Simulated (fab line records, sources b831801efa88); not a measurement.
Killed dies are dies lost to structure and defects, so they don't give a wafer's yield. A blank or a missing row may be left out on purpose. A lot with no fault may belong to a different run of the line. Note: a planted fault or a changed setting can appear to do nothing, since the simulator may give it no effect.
fab line records -- flow gf180mcu
record lots=5, wafers=15, last-day=34
route steps=602 shown CONTACT@308 M1@315
lots with no fault: from the same line, run without faults
start-h: the number of hours between the record's first day and the start of the first shown wafer of the lot -- wait-h: hours elapsed since this lot's preceding step -- " same as the row above -- L1.1+2: one row covering several wafers at once -- - either no value or no given start -- * or withheld: withheld -- < > ~ a bound
route shown NAME@n: a module of which the file shows steps, and the number in the route of the first -- usual: mean/standard deviation of fault-free wafers -- same: alike in all rows -- chamber/n: place in a boat -- sites: each site's reading -- _std_site: the values' standard deviation -- _edge_site: outer sites' mean less inner sites' -- radius-mm: how far each site lies from the wafer's centre -- mask NAME#n: copy n -- behind: tool/chamber where the wafer was last shaped -- hold: cause of the lot's hold/its duration in hours/its outcome -- device: the transistor (n, p or np) that didn't switch -- end of line: tests of these same wafers at the route's end -- a step without rows: its recipe alone -- killed: dies that structure and defects cost at the first sort, which is not the same as the wafer's yield -- map: shows each die of a wafer: x if killed, . if not, _ if none is there
set.NAME: the setting that was run; set.NAME@STEP: the one run at that earlier step -- model.NAME: the simulator's own value behind a step, which no gauge read
lots seen at some steps along the route; tables by step, rows by wafer
services: when a tool's chamber went out of use (start-h, in hours from the record's first day, below 0 if earlier), for how many hours, and the reason
## steps
# step GF_CONTACT_CLEAN_21
# recipe chemistry=dHF, time-s=20, dilution=100:1, dry=ipa-marangoni
lot.wafer,tool,chamber,start-h,wait-h
L076.2+3+5,wet-bench-04,3,427.33,0.0
L079.3+4+5,wet-bench-04,0,454.27,0.0
L085.2+4+5,wet-bench-04,1,503.91,0.0
L087.1+5+6,wet-bench-01,0,519.08,0.0
L090.1+2+4,wet-bench-03,3,541.54,0.0
# step GF_CONTACT_SPUTTER_22
# recipe material=Ti, target-thk-nm=15, chamber-pressure-pa=5, power-w=2500, substrate-temp-c=200, time-s=80.02
# usual throttle-valve-pct=29.8/1.2
lot.wafer,tool,chamber,start-h,wait-h,throttle-valve-pct
L076.2,pvd-sputter-01,-,427.34,0.0,29.0
L076.3,pvd-sputter-01,-,427.34,0.0,28.4
L076.5,pvd-sputter-01,-,427.34,0.0,29.1
L079.3,pvd-sputter-01,-,454.28,0.0,30.4
L079.4,pvd-sputter-01,-,454.28,0.0,29.0
L079.5,pvd-sputter-01,-,454.28,0.0,29.2
L085.2,pvd-sputter-03,-,503.93,0.0,30.5
L085.4,pvd-sputter-03,-,503.93,0.0,30.0
L085.5,pvd-sputter-03,-,503.93,0.0,29.8
L087.1,pvd-sputter-01,-,519.09,0.0,30.4
L087.5,pvd-sputter-01,-,519.09,0.0,29.5
L087.6,pvd-sputter-01,-,519.09,0.0,30.4
L090.1,pvd-sputter-03,-,541.55,0.0,29.8
L090.2,pvd-sputter-03,-,541.55,0.0,31.2
L090.4,pvd-sputter-03,-,541.55,0.0,30.5
# step GF_CONTACT_SPUTTER_23
# recipe material=TiN, target-thk-nm=10, chamber-pressure-pa=5, power-w=4000, time-s=40
# usual throttle-valve-pct=29.8/1.2
lot.wafer,tool,chamber,start-h,wait-h,throttle-valve-pct
L076.2,pvd-sputter-01,-,427.41,0.0,29.2
L076.3,pvd-sputter-01,-,427.41,0.0,28.4
L076.5,pvd-sputter-01,-,427.41,0.0,29.3
L079.3,pvd-sputter-01,-,454.34,0.0,30.1
L079.4,pvd-sputter-01,-,454.34,0.0,29.4
L079.5,pvd-sputter-01,-,454.34,0.0,29.7
L085.2,pvd-sputter-03,-,503.99,0.0,30.7
L085.4,pvd-sputter-03,-,503.99,0.0,29.9
L085.5,pvd-sputter-03,-,503.99,0.0,29.7
L087.1,pvd-sputter-01,-,519.15,0.0,30.2
L087.5,pvd-sputter-01,-,519.15,0.0,29.6
L087.6,pvd-sputter-01,-,519.15,0.0,30.2
L090.1,pvd-sputter-03,-,541.62,0.0,29.8
L090.2,pvd-sputter-03,-,541.62,0.0,30.9
L090.4,pvd-sputter-03,-,541.62,0.0,30.5
# step GF_CONTACT_CVD_24
# recipe material=W, target-thk-nm=300, time-s=90.339, temp-c=400, pressure-torr=40
# usual heater-power-w=941/110, susceptor-temp-C=399.95/0.21
lot.wafer,tool,chamber,start-h,wait-h,heater-power-w,susceptor-temp-C
L076.2,cvd-w-02,0,427.45,0.0,1013,399.51
L076.3,cvd-w-02,1,427.45,0.0,991,399.94
L076.5,cvd-w-02,1,427.45,0.0,990,399.99
L079.3,cvd-w-01,0,454.42,0.1,905,400.07
L079.4,cvd-w-01,1,454.42,0.1,705,399.97
L079.5,cvd-w-01,0,454.42,0.1,906,399.72
L085.2,cvd-w-01,0,504.03,0.0,928,399.97
L085.4,cvd-w-01,1,504.03,0.0,687,399.47
L085.5,cvd-w-01,0,504.03,0.0,912,399.86
L087.1,cvd-w-02,1,519.19,0.0,1008,400.00
L087.5,cvd-w-02,1,519.19,0.0,1016,399.90
L087.6,cvd-w-02,0,519.19,0.0,1028,400.07
L090.1,cvd-w-02,1,541.65,0.0,988,399.99
L090.2,cvd-w-02,0,541.65,0.0,1032,399.87
L090.4,cvd-w-02,1,541.65,0.0,995,399.60
# step GF_CONTACT_RS_MEAS_25
# recipe thk-meas-gauge=four-point-probe, reads=W_of_CONTACT_CVD_24+TiN_of_CONTACT_SPUTTER_23+Ti_of_CONTACT_SPUTTER_22
# usual CONTACT_W_RS=0.382/0.0048
lot.wafer,tool,chamber,start-h,wait-h,CONTACT_W_RS[ohm/sq]
L076.2,film-metro-03,-,427.57,0.1,0.374
L076.3,film-metro-03,-,427.57,0.1,0.382
L076.5,film-metro-03,-,427.57,0.1,0.378
L079.3,film-metro-02,-,454.52,0.1,0.387
L079.4,film-metro-02,-,454.52,0.1,0.376
L079.5,film-metro-02,-,454.52,0.1,0.389
L085.2,film-metro-04,-,504.15,0.1,0.387
L085.4,film-metro-04,-,504.15,0.1,0.377
L085.5,film-metro-04,-,504.15,0.1,0.391
L087.1,film-metro-03,-,519.29,0.1,0.394
L087.5,film-metro-03,-,519.29,0.1,0.394
L087.6,film-metro-03,-,519.29,0.1,0.385
L090.1,film-metro-04,-,541.75,0.1,0.392
L090.2,film-metro-04,-,541.75,0.1,0.383
L090.4,film-metro-04,-,541.75,0.1,0.389
# step GF_CONTACT_THK_MEAS_26
# recipe thk-meas-gauge=xrf, reads=W_of_CONTACT_CVD_24
# usual CONTACT_W_THK=301/4.7
lot.wafer,tool,chamber,start-h,wait-h,CONTACT_W_THK[nm]
L076.2,film-metro-03,-,427.68,0.1,307
L076.3,film-metro-03,-,427.68,0.1,300
L076.5,film-metro-03,-,427.68,0.1,303
L079.3,film-metro-02,-,454.62,0.1,298
L079.4,film-metro-02,-,454.62,0.1,309
L079.5,film-metro-02,-,454.62,0.1,298
L085.2,film-metro-04,-,504.26,0.1,299
L085.4,film-metro-04,-,504.26,0.1,307
L085.5,film-metro-04,-,504.26,0.1,296
L087.1,film-metro-03,-,519.41,0.1,288
L087.5,film-metro-03,-,519.41,0.1,290
L087.6,film-metro-03,-,519.41,0.1,297
L090.1,film-metro-04,-,541.87,0.1,292
L090.2,film-metro-04,-,541.87,0.1,299
L090.4,film-metro-04,-,541.87,0.1,295
# step GF_CONTACT_CMP_27
# recipe stop-on=SiO2, down-force-psi=3.5, platen-rpm=60, t-overpolish-s=15, target-thk-nm=0, pad-velocity-m-s=0.94248
# usual motor-current-A=10.7/1.2, overpolish-run-s=15.000/0.0089, time-to-endpoint-s=75/3.7
lot.wafer,tool,chamber,start-h,wait-h,motor-current-A,overpolish-run-s,time-to-endpoint-s
L076.2,cmp-02,3,427.78,0.1,9.8,14.999,79
L076.3,cmp-02,1,427.78,0.1,12.4,15.003,72
L076.5,cmp-02,3,427.78,0.1,9.9,15.002,78
L079.3,cmp-01,3,454.66,0.0,8.2,14.994,75
L079.4,cmp-01,2,454.66,0.0,10.0,14.975,77
L079.5,cmp-01,0,454.66,0.0,11.5,14.999,74
L085.4,cmp-02,2,504.41,0.1,11.6,15.004,73
L085.2,cmp-02,3,504.41,0.1,10.0,15.007,77
L085.5,cmp-02,0,504.41,0.1,10.3,15.004,75
L087.1,cmp-02,1,519.52,0.1,13.4,14.989,69
L087.5,cmp-02,0,519.52,0.1,10.6,14.996,70
L087.6,cmp-02,1,519.52,0.1,13.2,15.004,71
L090.1,cmp-02,2,541.93,0.1,11.3,14.991,71
L090.4,cmp-02,3,541.93,0.1,10.2,15.000,80
L090.2,cmp-02,1,541.93,0.1,13.7,15.003,76
# step GF_M1_SPUTTER_00
# recipe material=Ti, target-thk-nm=37.5, arriving-ion-energy-ev=80, substrate-temp-c=200, chamber-pressure-pa=2, power-w=4000, time-s=150
# usual throttle-valve-pct=29.9/0.81
lot.wafer,tool,chamber,start-h,wait-h,throttle-valve-pct
L076.2,pvd-sputter-04,-,428.03,0.2,30.4
L076.3,pvd-sputter-04,-,428.03,0.2,30.9
L076.5,pvd-sputter-04,-,428.03,0.2,31.0
L079.3,pvd-sputter-03,-,454.96,0.2,30.9
L079.4,pvd-sputter-03,-,454.96,0.2,28.8
L079.5,pvd-sputter-03,-,454.96,0.2,29.8
L085.2,pvd-sputter-01,-,504.61,0.1,30.2
L085.4,pvd-sputter-01,-,504.61,0.1,29.2
L085.5,pvd-sputter-01,-,504.61,0.1,29.3
L087.1,pvd-sputter-04,-,519.77,0.2,31.0
L087.5,pvd-sputter-04,-,519.77,0.2,30.0
L087.6,pvd-sputter-04,-,519.77,0.2,30.6
L090.1,pvd-sputter-04,-,542.23,0.2,30.3
L090.2,pvd-sputter-04,-,542.23,0.2,29.7
L090.4,pvd-sputter-04,-,542.23,0.2,30.9
# step GF_M1_SPUTTER_01
# recipe material=TiN, target-thk-nm=30, power-w=6500, time-s=25, chamber-pressure-pa=0.4
# usual throttle-valve-pct=29.9/0.79
lot.wafer,tool,chamber,start-h,wait-h,throttle-valve-pct
L076.2,pvd-sputter-04,-,428.14,0.1,30.2
L076.3,pvd-sputter-04,-,428.14,0.1,31.1
L076.5,pvd-sputter-04,-,428.14,0.1,30.9
L079.3,pvd-sputter-03,-,455.06,0.1,30.5
L079.4,pvd-sputter-03,-,455.06,0.1,28.6
L079.5,pvd-sputter-03,-,455.06,0.1,29.8
L085.2,pvd-sputter-01,-,504.71,0.1,30.3
L085.4,pvd-sputter-01,-,504.71,0.1,29.1
L085.5,pvd-sputter-01,-,504.71,0.1,29.2
L087.1,pvd-sputter-04,-,519.87,0.1,31.0
L087.5,pvd-sputter-04,-,519.87,0.1,30.3
L087.6,pvd-sputter-04,-,519.87,0.1,31.0
L090.1,pvd-sputter-04,-,542.33,0.1,30.2
L090.2,pvd-sputter-04,-,542.33,0.1,29.6
L090.4,pvd-sputter-04,-,542.33,0.1,31.1
# step GF_M1_SPUTTER_02
# recipe material=AlCu, target-thk-nm=450, power-w=10600, time-s=23.9, chamber-pressure-pa=0.4
# usual throttle-valve-pct=29.9/0.81
lot.wafer,tool,chamber,start-h,wait-h,throttle-valve-pct
L076.2,pvd-sputter-04,-,428.18,0.0,30.0
L076.3,pvd-sputter-04,-,428.18,0.0,31.1
L076.5,pvd-sputter-04,-,428.18,0.0,31.1
L079.3,pvd-sputter-03,-,455.09,0.0,30.9
L079.4,pvd-sputter-03,-,455.09,0.0,28.7
L079.5,pvd-sputter-03,-,455.09,0.0,29.7
L085.2,pvd-sputter-01,-,504.74,0.0,30.4
L085.4,pvd-sputter-01,-,504.74,0.0,29.1
L085.5,pvd-sputter-01,-,504.74,0.0,29.3
L087.1,pvd-sputter-04,-,519.90,0.0,30.8
L087.5,pvd-sputter-04,-,519.90,0.0,30.1
L087.6,pvd-sputter-04,-,519.90,0.0,30.8
L090.1,pvd-sputter-04,-,542.36,0.0,30.6
L090.2,pvd-sputter-04,-,542.36,0.0,29.6
L090.4,pvd-sputter-04,-,542.36,0.0,30.9
# step GF_M1_SPUTTER_03
# recipe material=Ti, target-thk-nm=10, substrate-temp-c=300, chamber-pressure-pa=0.3, power-w=3000, time-s=6.7
# usual throttle-valve-pct=30.0/0.82
lot.wafer,tool,chamber,start-h,wait-h,throttle-valve-pct
L076.2,pvd-sputter-04,-,428.21,0.0,30.4
L076.3,pvd-sputter-04,-,428.21,0.0,31.0
L076.5,pvd-sputter-04,-,428.21,0.0,30.9
L079.3,pvd-sputter-03,-,455.12,0.0,30.9
L079.4,pvd-sputter-03,-,455.12,0.0,28.8
L079.5,pvd-sputter-03,-,455.12,0.0,30.0
L085.2,pvd-sputter-01,-,504.77,0.0,30.3
L085.4,pvd-sputter-01,-,504.77,0.0,29.4
L085.5,pvd-sputter-01,-,504.77,0.0,29.1
L087.1,pvd-sputter-04,-,519.93,0.0,31.0
L087.5,pvd-sputter-04,-,519.93,0.0,30.2
L087.6,pvd-sputter-04,-,519.93,0.0,30.9
L090.1,pvd-sputter-04,-,542.39,0.0,30.3
L090.2,pvd-sputter-04,-,542.39,0.0,29.5
L090.4,pvd-sputter-04,-,542.39,0.0,31.0
# step GF_M1_SPUTTER_04
# recipe material=TiN, target-thk-nm=50, power-w=6500, time-s=41.7, chamber-pressure-pa=0.4
# usual throttle-valve-pct=29.9/0.8
lot.wafer,tool,chamber,start-h,wait-h,throttle-valve-pct
L076.2,pvd-sputter-04,-,428.23,0.0,30.2
L076.3,pvd-sputter-04,-,428.23,0.0,31.0
L076.5,pvd-sputter-04,-,428.23,0.0,30.7
L079.3,pvd-sputter-03,-,455.14,0.0,30.8
L079.4,pvd-sputter-03,-,455.14,0.0,29.0
L079.5,pvd-sputter-03,-,455.14,0.0,29.7
L085.2,pvd-sputter-01,-,504.79,0.0,30.4
L085.4,pvd-sputter-01,-,504.79,0.0,29.1
L085.5,pvd-sputter-01,-,504.79,0.0,29.4
L087.1,pvd-sputter-04,-,519.95,0.0,30.7
L087.5,pvd-sputter-04,-,519.95,0.0,30.3
L087.6,pvd-sputter-04,-,519.95,0.0,31.3
L090.1,pvd-sputter-04,-,542.42,0.0,30.3
L090.2,pvd-sputter-04,-,542.42,0.0,29.6
L090.4,pvd-sputter-04,-,542.42,0.0,30.9
# step GF_M1_RS_MEAS_05
# recipe thk-meas-gauge=four-point-probe, reads=TiN_of_M1_SPUTTER_04+Ti_of_M1_SPUTTER_03+AlCu_of_M1_SPUTTER_02+TiN_of_M1_SPUTTER_01+Ti_of_M1_SPUTTER_00
# usual M1_ALCU_RS=0.0697/0.00071
lot.wafer,tool,chamber,start-h,wait-h,M1_ALCU_RS[ohm/sq]
L076.2,film-metro-04,-,428.29,0.0,0.0700
L076.3,film-metro-04,-,428.29,0.0,0.0703
L076.5,film-metro-04,-,428.29,0.0,0.0693
L079.3,film-metro-03,-,455.22,0.1,0.0692
L079.4,film-metro-03,-,455.22,0.1,0.0704
L079.5,film-metro-03,-,455.22,0.1,0.0695
L085.2,film-metro-03,-,504.85,0.0,0.0702
L085.4,film-metro-03,-,504.85,0.0,0.0697
L085.5,film-metro-03,-,504.85,0.0,0.0700
L087.1,film-metro-04,-,519.99,0.0,0.0690
L087.5,film-metro-04,-,519.99,0.0,0.0684
L087.6,film-metro-04,-,519.99,0.0,0.0684
L090.1,film-metro-03,-,542.46,0.0,0.0697
L090.2,film-metro-03,-,542.46,0.0,0.0694
L090.4,film-metro-03,-,542.46,0.0,0.0692
# step GF_M1_THK_MEAS_06
# recipe thk-meas-gauge=xrf, reads=AlCu_of_M1_SPUTTER_02
# usual M1_ALCU_THK=449/5.2
lot.wafer,tool,chamber,start-h,wait-h,M1_ALCU_THK[nm]
L076.2,film-metro-04,-,428.40,0.1,446
L076.3,film-metro-04,-,428.40,0.1,442
L076.5,film-metro-04,-,428.40,0.1,447
L079.3,film-metro-03,-,455.32,0.1,451
L079.4,film-metro-03,-,455.32,0.1,444
L079.5,film-metro-03,-,455.32,0.1,450
L085.2,film-metro-03,-,504.96,0.1,448
L085.4,film-metro-03,-,504.96,0.1,451
L085.5,film-metro-03,-,504.96,0.1,449
L087.1,film-metro-04,-,520.11,0.1,448
L087.5,film-metro-04,-,520.11,0.1,452
L087.6,film-metro-04,-,520.11,0.1,450
L090.1,film-metro-03,-,542.58,0.1,449
L090.2,film-metro-03,-,542.58,0.1,449
L090.4,film-metro-03,-,542.58,0.1,448
# step GF_M1_DEHYDRATE_07
# recipe temp-c=200, time-s=60
# usual heater-power-total-W=160.37/0.12
lot.wafer,tool,chamber,start-h,wait-h,heater-power-total-W
L076.2,litho-track-01,0,440.01,11.6,160.39
L076.3,litho-track-01,0,440.01,11.6,160.33
L076.5,litho-track-01,0,440.01,11.6,160.40
L079.3,litho-track-02,0,466.97,11.6,160.30
L079.4,litho-track-02,0,466.97,11.6,160.52
L079.5,litho-track-02,0,466.97,11.6,160.34
L085.2,litho-track-04,0,516.98,12.0,160.32
L085.4,litho-track-04,0,516.98,12.0,160.17
L085.5,litho-track-04,0,516.98,12.0,160.55
L087.1,litho-track-01,0,531.84,11.7,160.54
L087.5,litho-track-01,0,531.84,11.7,160.41
L087.6,litho-track-01,0,531.84,11.7,160.21
L090.1,litho-track-01,0,553.74,11.2,160.46
L090.2,litho-track-01,0,553.74,11.2,160.30
L090.4,litho-track-01,0,553.74,11.2,160.31
# step GF_M1_HMDS_08
# recipe prime-time-s=60, prime-temp-c=120
lot.wafer,tool,chamber,start-h,wait-h
L076.2+3+5,litho-track-01,0,440.16,0.1
L079.3+4+5,litho-track-02,0,467.12,0.1
L085.2+4+5,litho-track-04,0,517.13,0.1
L087.1+5+6,litho-track-01,0,531.99,0.1
L090.1+2+4,litho-track-01,0,553.89,0.1
# step GF_M1_COAT_09
# recipe resist=KrF, spin-rpm=withheld, resist-thk-nm=1000
lot.wafer,tool,chamber,start-h,wait-h
L076.2+3+5,litho-track-01,0,440.31,0.1
L079.3+4+5,litho-track-02,0,467.27,0.1
L085.2+4+5,litho-track-04,0,517.28,0.1
L087.1+5+6,litho-track-01,0,532.14,0.1
L090.1+2+4,litho-track-01,0,554.04,0.1
# step GF_M1_SOFTBAKE_10
# recipe temp-c=130, time-s=60, resist=KrF
# usual heater-power-total-W=93.05/0.056
lot.wafer,tool,chamber,start-h,wait-h,heater-power-total-W
L076.2,litho-track-01,0,440.46,0.1,93.02
L076.3,litho-track-01,0,440.46,0.1,93.00
L076.5,litho-track-01,0,440.46,0.1,93.07
L079.3,litho-track-02,0,467.42,0.1,93.13
L079.4,litho-track-02,0,467.42,0.1,93.09
L079.5,litho-track-02,0,467.42,0.1,93.02
L085.2,litho-track-04,0,517.43,0.1,93.04
L085.4,litho-track-04,0,517.43,0.1,93.07
L085.5,litho-track-04,0,517.43,0.1,93.09
L087.1,litho-track-01,0,532.29,0.1,93.03
L087.5,litho-track-01,0,532.29,0.1,93.02
L087.6,litho-track-01,0,532.29,0.1,92.89
L090.1,litho-track-01,0,554.19,0.1,93.08
L090.2,litho-track-01,0,554.19,0.1,93.08
L090.4,litho-track-01,0,554.19,0.1,93.13
# step GF_M1_EXPOSE_11
# recipe mask-id=Metal1, target-cd-nm=230, na=0.68, source-shape=conventional, sigma-outer=0.6, dose-mj=28
# usual focus-offset-nm=-0.1/0.52
# same sigma-outer=0.6
lot.wafer,tool,chamber,start-h,wait-h,mask,focus-offset-nm
L076.2,krf-scanner-01,0,-,-,Metal1#0,-0.9
L076.3,krf-scanner-01,0,-,-,Metal1#0,0.4
L076.5,krf-scanner-01,0,-,-,Metal1#0,0.1
L079.3,krf-scanner-01,0,-,-,Metal1#0,1.1
L079.4,krf-scanner-01,0,-,-,Metal1#0,1.2
L079.5,krf-scanner-01,0,-,-,Metal1#0,0.5
L085.2,krf-scanner-02,0,-,-,Metal1#0,0.1
L085.4,krf-scanner-02,0,-,-,Metal1#0,0.3
L085.5,krf-scanner-02,0,-,-,Metal1#0,-0.2
L087.1,krf-scanner-02,0,-,-,Metal1#0,-1.2
L087.5,krf-scanner-02,0,-,-,Metal1#0,-0.4
L087.6,krf-scanner-02,0,-,-,Metal1#0,-0.2
L090.1,krf-scanner-01,0,-,-,Metal1#0,0.1
L090.2,krf-scanner-01,0,-,-,Metal1#0,0.1
L090.4,krf-scanner-01,0,-,-,Metal1#0,-0.3
# step GF_M1_PEB_12
# recipe peb-temp-c=135, peb-time-s=90, resist=KrF
# usual heater-power-total-W=85.71/0.074
lot.wafer,tool,chamber,start-h,wait-h,heater-power-total-W
L076.2,litho-track-04,0,-,-,85.71
L076.3,litho-track-04,0,-,-,85.70
L076.5,litho-track-04,0,-,-,85.81
L079.3,litho-track-02,0,-,-,85.70
L079.4,litho-track-02,0,-,-,85.82
L079.5,litho-track-02,0,-,-,85.72
L085.2,litho-track-02,0,-,-,85.71
L085.4,litho-track-02,0,-,-,85.85
L085.5,litho-track-02,0,-,-,85.60
L087.1,litho-track-01,0,-,-,85.71
L087.5,litho-track-01,0,-,-,85.71
L087.6,litho-track-01,0,-,-,85.71
L090.1,litho-track-02,0,-,-,85.83
L090.2,litho-track-02,0,-,-,85.77
L090.4,litho-track-02,0,-,-,85.70
# step GF_M1_DEVELOP_13
# recipe develop-time-s=60, dev-temp-c=21
lot.wafer,tool,chamber,start-h,wait-h
L076.2+3+5,litho-track-04,0,453.49,0.2
L079.3+4+5,litho-track-02,0,480.12,0.1
L085.2+4+5,litho-track-02,0,529.34,0.2
L087.1+5+6,litho-track-01,0,544.24,0.2
L090.1+2+4,litho-track-02,0,565.37,0.2
# step GF_M1_CD_MEAS_14
# recipe target-cd-nm=230
# usual cd-nm=229.5/1.4
lot.wafer,tool,chamber,start-h,wait-h,cd-nm
L076.2,cd-sem-01,-,453.63,0.1,229.8
L076.3,cd-sem-01,-,453.63,0.1,230.2
L076.5,cd-sem-01,-,453.63,0.1,230.6
L079.3,cd-sem-02,-,480.26,0.1,230.2
L079.4,cd-sem-02,-,480.26,0.1,228.2
L079.5,cd-sem-02,-,480.26,0.1,228.7
L085.2,cd-sem-01,-,529.49,0.1,230.0
L085.4,cd-sem-01,-,529.49,0.1,229.4
L085.5,cd-sem-01,-,529.49,0.1,231.4
L087.1,cd-sem-02,-,544.39,0.1,230.7
L087.5,cd-sem-02,-,544.39,0.1,231.0
L087.6,cd-sem-02,-,544.39,0.1,231.5
L090.1,cd-sem-02,-,565.52,0.1,230.3
L090.2,cd-sem-02,-,565.52,0.1,230.5
L090.4,cd-sem-02,-,565.52,0.1,228.9
# step GF_M1_OVL_MEAS_15
# usual M1_OVL=0/6
lot.wafer,tool,chamber,start-h,wait-h,M1_OVL[nm]
L076.2,overlay-01,-,453.74,0.1,1
L076.3,overlay-01,-,453.74,0.1,-1
L076.5,overlay-01,-,453.74,0.1,4
L079.3,overlay-01,-,480.35,0.1,-12
L079.4,overlay-01,-,480.35,0.1,-8
L079.5,overlay-01,-,480.35,0.1,-8
L085.2,overlay-02,-,529.59,0.1,11
L085.4,overlay-02,-,529.59,0.1,17
L085.5,overlay-02,-,529.59,0.1,6
L087.1,overlay-01,-,544.51,0.1,-12
L087.5,overlay-01,-,544.51,0.1,-6
L087.6,overlay-01,-,544.51,0.1,5
L090.1,overlay-01,-,565.64,0.1,-2
L090.2,overlay-01,-,565.64,0.1,-7
L090.4,overlay-01,-,565.64,0.1,-12
# step GF_M1_METAL_ETCH_16
# recipe chemistry=Cl2/BCl3, mask-material=KrF, target-depth-nm=750.8, stop-on=SiO2, pressure-mtorr=8, icp-w=800, bias-w=140, Cl2_flow_sccm=80, bcl3-flow-sccm=40, time-s=125.1
# usual chamber-pressure-mTorr=7.999/0.0069, drypump-motor-current-A=5.4/0.31, oes-product-au=0.989/0.0083, throttle-valve-pct=28.230/0.0099
lot.wafer,tool,chamber,start-h,wait-h,chamber-pressure-mTorr,drypump-motor-current-A,oes-product-au,rf-hours-counter-h,throttle-valve-pct
L076.2,rie-metal-03,1,453.81,0.1,7.989,5.2,0.978,-,28.237
L076.3,rie-metal-03,1,453.81,0.1,8.017,5.2,0.995,-,28.233
L076.5,rie-metal-03,1,453.81,0.1,8.006,5.3,0.980,-,28.242
L079.3,rie-metal-03,0,480.42,0.1,7.993,5.5,0.986,-,28.226
L079.4,rie-metal-03,1,480.42,0.1,7.999,5.2,0.975,-,28.243
L079.5,rie-metal-03,0,480.42,0.1,7.987,5.5,0.995,-,28.234
L085.2,rie-metal-02,0,529.62,0.0,7.987,5.6,0.995,10,28.224
L085.4,rie-metal-02,1,529.62,0.0,7.991,5.4,1.008,-,28.223
L085.5,rie-metal-02,0,529.62,0.0,7.994,5.6,1.006,-,28.232
L087.1,rie-metal-03,1,544.54,0.0,7.992,5.2,0.975,6,28.235
L087.5,rie-metal-03,1,544.54,0.0,8.003,5.2,0.979,-,28.243
L087.6,rie-metal-03,0,544.54,0.0,8.007,5.5,0.984,-,28.246
L090.1,rie-metal-02,0,565.67,0.0,8.002,5.6,0.990,11,28.233
L090.2,rie-metal-02,1,565.67,0.0,7.994,5.4,0.989,2,28.235
L090.4,rie-metal-02,0,565.67,0.0,7.995,5.6,0.988,-,28.218
# step GF_M1_STRIP_17
# recipe chemistry=O2/N2, power-w=1400, pressure-mtorr=1500, platen-temp-c=250, o2-flow-sccm=3000, n2-flow-sccm=300, overash-fraction=0.5
# usual chamber-pressure-mTorr=1500.0/1.2, drypump-motor-current-A=5.7/0.46, heater-power-w=319/34, n2-flow-sccm=300.0/0.91, oes-product-au=0.538/0.0063, platen-temp-c=250.00/0.18, strip-time-to-endpoint-s=7.38/0.07
lot.wafer,tool,chamber,start-h,wait-h,chamber-pressure-mTorr,drypump-motor-current-A,heater-power-w,n2-flow-sccm,oes-product-au,platen-temp-c,rf-hours-counter-h,strip-time-to-endpoint-s
L076.2,plasma-asher-03,1,454.02,0.2,1501.2,6.6,296,299.9,0.538,250.08,2,7.48
L076.3,plasma-asher-03,0,454.02,0.2,1498.8,5.8,301,298.9,0.548,249.78,-,7.43
L076.5,plasma-asher-03,1,454.02,0.2,1500.8,6.6,300,299.5,0.543,250.05,-,7.49
L079.3,plasma-asher-04,0,480.54,0.1,1500.1,5.6,383,299.2,0.536,250.07,-,7.37
L079.4,plasma-asher-04,1,480.54,0.1,1499.5,5.8,317,300.3,0.540,249.81,-,7.44
L079.5,plasma-asher-04,1,480.54,0.1,1497.9,5.8,320,300.3,0.543,249.68,-,7.41
L085.2,plasma-asher-01,0,529.79,0.1,1499.9,4.9,329,299.6,0.530,250.12,41,7.36
L085.4,plasma-asher-01,1,529.79,0.1,1500.0,5.7,279,300.6,0.536,250.02,-,7.30
L085.5,plasma-asher-01,0,529.79,0.1,1501.2,4.9,329,300.2,0.530,249.95,-,7.35
L087.1,plasma-asher-04,0,544.67,0.1,1500.4,5.7,377,300.3,0.540,250.27,93,7.45
L087.5,plasma-asher-04,0,544.67,0.1,1502.2,5.6,383,301.3,0.544,250.18,-,7.44
L087.6,plasma-asher-04,1,544.67,0.1,1499.9,5.7,299,299.5,0.544,250.20,-,7.41
L090.1,plasma-asher-04,0,565.80,0.1,1502.3,5.7,371,300.1,0.531,250.10,95,7.39
L090.2,plasma-asher-04,1,565.80,0.1,1500.0,5.8,317,299.3,0.543,249.74,95,7.38
L090.4,plasma-asher-04,1,565.80,0.1,1498.7,5.8,312,300.0,0.532,250.14,-,7.41
# step GF_M1_STRIP_18
# recipe chemistry=post-etch-residue-remover, time-s=1200, temp-c=72.5
lot.wafer,tool,chamber,start-h,wait-h
L076.2+3+5,wet-bench-01,0,454.12,0.1
L079.3+4+5,wet-bench-04,0,480.60,0.0
L085.2+4+5,wet-bench-02,3,529.89,0.1
L087.1+5+6,wet-bench-04,1,544.77,0.1
L090.1+2+4,wet-bench-01,2,565.90,0.1
# step GF_M1_CLEAN_19
# recipe chemistry=DIW, dry=n2-spin
lot.wafer,tool,chamber,start-h,wait-h
L076.2+3+5,wet-bench-04,0,454.50,0.0
L079.3+4+5,wet-bench-01,3,480.94,0.0
L085.2+4+5,wet-bench-01,1,530.27,0.0
L087.1+5+6,wet-bench-02,3,545.22,0.0
L090.1+2+4,wet-bench-04,2,566.24,0.0
## services
tool,chamber,start-h,hours,kind
krf-scanner-01,-,411.82,4.0,pm
cmp-02,-,433.50,0.9,repair
cvd-w-01,1,442.44,6.0,repair
krf-scanner-02,-,451.41,0.8,pm
pvd-sputter-03,-,451.92,1.3,repair
krf-scanner-01,-,453.80,1.3,pm
krf-scanner-02,-,456.46,4.4,pm
krf-scanner-02,-,462.25,10.4,repair
cvd-w-01,0,473.92,2.8,repair
cvd-w-01,1,478.42,4.1,repair
cvd-w-02,-,482.49,1.5,repair
cmp-02,-,483.65,5.9,pm
krf-scanner-01,-,487.85,0.1,repair
rie-metal-02,0,506.80,14.1,repair
krf-scanner-01,-,515.43,3.6,pm
cvd-w-01,-,521.68,1.0,repair
cmp-02,-,522.74,5.2,pm
krf-scanner-02,-,528.84,1.3,pm
plasma-asher-04,-,534.12,0.4,repair
krf-scanner-01,-,542.75,1.0,pm
krf-scanner-01,-,543.81,0.8,pm
pvd-sputter-01,-,549.63,1.2,repair
krf-scanner-01,-,552.28,0.3,repair
cvd-w-02,0,565.49,3.8,repair
## key
fault none
